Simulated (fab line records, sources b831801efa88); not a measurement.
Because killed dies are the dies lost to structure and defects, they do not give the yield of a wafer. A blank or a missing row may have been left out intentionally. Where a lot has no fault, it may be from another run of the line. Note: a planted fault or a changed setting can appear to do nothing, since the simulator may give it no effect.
8D (eight disciplines) problem report, filled in by code | flow gf180mcu | the parts of the form that need people (team, actions taken, sign-off) are left out

1. THE PROBLEM
Mean MVPSD_RS at GF_VT_IMPLANT_RS_MEAS_49: 1104 ohm/sq over 6 wafers in 2 lots; fault-free wafers: 1168 ohm/sq, standard deviation 3.1. That puts it -21 standard deviations away from the usual mean.
The step: measures by four-point-probe.
Seen first at day 10 16:33 on filmMetro-02, wafer L921.4. The record holds 36 wafers of 12 lots with a number at this step. Rule for "out", or "out of limits": more than 4 standard deviations from the usual mean. The other wafers with a number count as sound.

2. WHAT IT IS, WHAT IT ISN'T
question                    | is                     | is not
which readings at this step | MVPSD_RS               | -
which lots                  | L921, L922             | L910, L911, L913, L914, L917, L918, L920, L926, L931, L932
which wafers of those lots  | all that have a number | -
read on which gauges        | filmMetro-02           | filmMetro-01, filmMetro-03
when                        | from day 10 16:33      | up to then (21 sound wafers); but 9 sound wafers of L926, L931, L932 came after

3. THE SUSPECTS, EACH WITH WHAT RULES IT OUT
Counting: a tool at any process step up to the reading remains a suspect when it ran all the lots that are out and ran no sound lot after the first of those.
- the gauge at GF_VT_IMPLANT_RS_MEAS_49 is ruled out. All the wafers that are out were read on filmMetro-02, but those of them that GF_MVPSD_IMPLANT_09 has rows for are out there too, on other tools.
- implanter-03 at GF_MVPSD_IMPLANT_09: kept. Every lot that is out went through it, starting with L921 (day 7 18:34), and after that it ran no sound lot; the last sound lot it ran before then is L920 (day 7 14:52). Its own doseIonsCm2, faradayCurrentUA readings are out on those wafers.
After counting, what remains is implanter-03 at GF_MVPSD_IMPLANT_09.

4. THE CAUSE (what the simulator had put in)
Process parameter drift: implanter-03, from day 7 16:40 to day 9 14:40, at GF_MVPSD_IMPLANT_09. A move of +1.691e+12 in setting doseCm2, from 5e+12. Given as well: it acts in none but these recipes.
This tool alone remained once counting was done.

5. THE CHAIN OF EFFECTS, in route order
Each row: a reading where the mean over the struck wafers with a number is more than 3 standard deviations away from the usual. Readings are gone through only where the record gives a usual standard deviation; hours: the median, over the lots, of the time from a lot's start at the first step in this table giving one to that lot's start at this step; sigmas: the change measured in usual standard deviations.
hours | step                     | reading          | usual       | on struck wafers | change | sigmas
0     | GF_MVPSD_IMPLANT_09      | doseIonsCm2      | 5e+12       | 7e+12            | +2e+12 | +99 or more
0     | GF_MVPSD_IMPLANT_09      | faradayCurrentUA | 28.2        | 38.0             | +9.8   | +17
70    | GF_VT_IMPLANT_RS_MEAS_49 | MVPSD_RS         | 1168 ohm/sq | 1104             | -64    | -21
It contains these process steps:
- GF_MVPSD_IMPLANT_09
Later steps that measure or inspect, where all struck wafers having a row at the step show a number for every such reading and not one has moved that far: GF_PASSIVATION_BOW_MEAS_14.

6. HOW IT WOULD HAVE BEEN CAUGHT EARLIER
72 hours passed between the start of the fault at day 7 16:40 and the first reading out of limits at a measuring or inspecting step in this record, taken at day 10 16:33.
Tool's own readings at GF_MVPSD_IMPLANT_09, doseIonsCm2, faradayCurrentUA: out on all struck wafers the step has rows for; an alarm limit on them would have tripped on the first.
By day 10 16:33, every lot that is out (2) had started GF_MVPSD_IMPLANT_09 on implanter-03. None of them would have been spared by holding the tool at that moment.
